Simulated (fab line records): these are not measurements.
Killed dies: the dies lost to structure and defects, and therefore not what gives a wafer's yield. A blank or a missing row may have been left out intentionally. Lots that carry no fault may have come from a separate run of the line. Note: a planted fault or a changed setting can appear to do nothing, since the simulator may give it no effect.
A lot that was struck, set against a sound lot / flow sky130 / 43 out of 708 route steps
Sound: these wafers, L349.2, L349.3, L349.6. Wafers L354.4, L354.5, L354.6 were the ones struck. The cause is given at the end.
At each step with rows: each side's tool, then ch and its chambers, then its first start. Under that, the readings that differ: sound wafers / struck wafers / difference of the means / sigmas: that difference in standard deviations of wafers without a fault.
alike: same words and numbers on both sides, and readings whose means sit less than 2 such deviations apart. not compared: any withheld reading, any reading some wafer has no value for, any bound like >300 that may hide the same value, and any number with overlapping values for which the record gives no deviation.
A row with sigmas, a row that says differs or no value, or rows on one side alone: a step with any of these is where the two part. Non-overlapping numbers with no deviation appear without sigmas and do not part them. Lack of a reading on every wafer of one side parts them only where that side has two or more wafers.

first, 7 steps without rows for these wafers: SKY_VIA1_HMDS_05 (prime time 60 s); SKY_VIA1_COAT_06 (resist thk 60 nm); SKY_VIA1_COAT_07 (resist thk 450 nm); SKY_VIA1_SOFTBAKE_08 (time 90 s); SKY_VIA1_EXPOSE_09 (exposes mask VIM, target cd 150 nm); SKY_VIA1_PEB_10; SKY_VIA1_DEVELOP_11 (develop time 60 s).
SKY_VIA1_CD_MEAS_12: target cd 150 nm.
  sound: cd sem-01 at day 35 06:35; struck: cd sem-02 at day 36 12:18
  alike: cd nm
SKY_VIA1_OVL_MEAS_13:
  sound: overlay-02 at day 35 06:41; struck: overlay-02 at day 36 12:22
  alike: VIA1_OVL
SKY_VIA1_ETCH_14: etches BARC in N2/H2, stops on SiO2, time 45.9 s, target depth 60 nm.
  sound on rie diel-02 ch 0,2,3, day 35 06:43; struck on rie diel-02 ch 1,2, day 36 12:23
  alike: drypump motor current A, oes product au, throttle valve pct
  not compared: rf hours counter h
then, 2 steps without rows for these wafers: SKY_VIA1_ETCH_15 (etches SiO2 in C4F8/O2/Ar, stops on TiN, target depth 351 nm, time 54 s); SKY_VIA1_STRIP_16 (strips in O2/N2).
SKY_VIA1_STRIP_17: strips in post etch residue remover, time 1200 s.
  sound on wet bench-02 ch 0, day 35 06:55; struck on wet bench-02 ch 2, day 36 12:35
then, 4 steps without rows for these wafers: SKY_VIA1_CLEAN_18 (cleans in IPA, time 180 s); SKY_VIA1_CLEAN_19 (cleans in O3/DIW); SKY_VIA1_SPUTTER_20 (material TiN, target thk 20 nm, time 80 s); SKY_VIA1_CVD_21 (deposits W, target thk 270 nm, time 80.902 s).
SKY_VIA1_RS_MEAS_22: uses a four-point probe to measure.
  sound: film metro-04 at day 35 07:35; struck: film metro-04 at day 36 13:23
  alike: VIA1_W_RS
SKY_VIA1_THK_MEAS_23: measures by xrf.
  sound: film metro-04 at day 35 07:41; struck: film metro-04 at day 36 13:28
  alike: VIA1_W_THK
then, 2 steps without rows for these wafers: SKY_VIA1_CMP_24 (polishes, stops on SiO2, t overpolish 15 s, target thk 0 nm); SKY_METAL2_SPUTTER_00 (material Ti, target thk 15 nm, time 10 s).
SKY_METAL2_SPUTTER_01: material TiN, target thk 20 nm, time 16.7 s.
  sound: pvd sputter-04 at day 35 08:04; struck: pvd sputter-01 at day 36 13:50
reading=throttle valve pct (%); sound=32.4 31.3 31.4; struck=30.7 29.0 29.5; difference=-2.0; sigmas=-2
  alike: cathode dc power W
then, 2 steps without rows for these wafers: SKY_METAL2_SPUTTER_02 (material AlCu, target thk 250 nm, time 13.3 s); SKY_METAL2_SPUTTER_03 (material Ti, target thk 5 nm, time 3.3 s).
SKY_METAL2_SPUTTER_04: material TiN, target thk 70 nm, time 58.3 s.
  sound: pvd sputter-04 at day 35 08:08; struck: pvd sputter-01 at day 36 13:53
reading=throttle valve pct (%); sound=32.6 31.5 31.2; struck=30.4 28.9 29.5; difference=-2.2; sigmas=-2
  alike: cathode dc power W
SKY_METAL2_RS_MEAS_05: uses a four-point probe to measure.
  sound: film metro-02 at day 35 08:12; struck: film metro-03 at day 36 14:00
  alike: METAL2_ALCU_RS
SKY_METAL2_THK_MEAS_06: measures by xrf.
  sound: film metro-02 at day 35 08:19; struck: film metro-03 at day 36 14:05
  alike: METAL2_ALCU_THK
then, 8 steps without rows for these wafers: SKY_METAL2_DEHYDRATE_07 (time 60 s); SKY_METAL2_HMDS_08 (prime time 60 s); SKY_METAL2_COAT_09 (resist thk 60 nm); SKY_METAL2_COAT_10 (resist thk 450 nm); SKY_METAL2_SOFTBAKE_11 (time 90 s); SKY_METAL2_EXPOSE_12 (exposes mask MM2, target cd 140 nm); SKY_METAL2_PEB_13; SKY_METAL2_DEVELOP_14 (develop time 60 s).
SKY_METAL2_CD_MEAS_15: target cd 140 nm.
  sound: cd sem-01 at day 36 11:38; struck: cd sem-01 at day 37 15:41
reading=cd nm (nm); sound=138.8 139.0 138.0; struck=141.3 142.5 141.8; difference=+3.3; sigmas=+2
SKY_METAL2_OVL_MEAS_16:
  sound: overlay-01 at day 36 11:44; struck: overlay-02 at day 37 15:46
  alike: METAL2_OVL
then, 1 step without rows for these wafers: SKY_METAL2_DESCUM_17 (chemistry O2, time 8 s).
SKY_METAL2_ETCH_18: etches BARC in N2/H2, stops on SiO2, time 45.9 s, target depth 60 nm.
  sound on rie metal-04 ch 1, day 36 11:48; struck on rie metal-03 ch 0,1, day 37 15:50
  alike: drypump motor current A, oes product au, throttle valve pct
  not compared: rf hours counter h
SKY_METAL2_METAL_ETCH_19: etches the open film in Cl2/BCl3, stops on SiO2, target depth 360 nm, time 78 s.
  sound on rie metal-04 ch 1, day 36 11:52; struck on rie metal-03 ch 0,1, day 37 15:54
  alike: drypump motor current A, mfc cl2 sccm, oes product au, throttle valve pct
  not compared: rf hours counter h
then, 2 steps without rows for these wafers: SKY_METAL2_STRIP_20 (strips in O2/N2); SKY_METAL2_STRIP_21 (strips in post etch residue remover, time 1200 s).
-- the record jumps here: 10 days lie between the struck wafers' starts before and after (it left off in module METAL2 and takes up again in module PAD_OPEN, whose first step shown is number 708 of the route) --
SKY_PAD_OPEN_PROBE_99:
  sound: prober-02 at day 46 17:51; struck: prober-01 at day 47 17:34
reading=defect limited yield (%); sound=79.9 84.1 81.7; struck=72.0 73.0 69.5; difference=-10.4; sigmas=-5
reading=killed_at_M0_to_M3; sound=53 30 47; struck=100 93 111; difference=+58; sigmas=+8
reading=killed dies; sound=99 78 90; struck=138 133 150; difference=+51; sigmas=+5
reading=sort_bin_3_pad_short (%); sound=0.6 0.6 0.8; struck=4.9 5.1 4.5; difference=+4.2; sigmas=+11
reading=sort_bin_5_function (%); sound=12.2 9.1 10.4; struck=15.7 15.2 16.9; difference=+5.4; sigmas=+3
reading=sort n pass; sound=393 414 402; struck=354 359 342; difference=-51; sigmas=-5
reading=sort yield pct (%); sound=79.9 84.1 81.7; struck=72.0 73.0 69.5; difference=-10.4; sigmas=-5
reading=model.etest.tester.sort n pass; sound=393 414 402; struck=354 359 342; difference=-51; sigmas=
reading=model.etest.tester.sort yield pct (%); sound=79.88 84.15 81.71; struck=71.95 72.97 69.51; difference=-10.44; sigmas=
reading=model.etest.tester.sort_bin_5_pct (%); sound=12.2 9.146 10.37; struck=15.65 15.24 16.87; difference=+5.35; sigmas=
reading=model.etest.tester.sort_bin_3_pct (%); sound=0.6098 0.6098 0.813; struck=4.878 5.081 4.472; difference=+4.133; sigmas=
  alike: killed_at_M4_up, killed at contacts, killed at front end, killed at other, killed on rim, killed open, killed short, sort_bin_6_memory

WHERE THEY PART
At SKY_METAL2_SPUTTER_01 first; at SKY_PAD_OPEN_PROBE_99 last (within this record only).

WHY: what the simulator had put in
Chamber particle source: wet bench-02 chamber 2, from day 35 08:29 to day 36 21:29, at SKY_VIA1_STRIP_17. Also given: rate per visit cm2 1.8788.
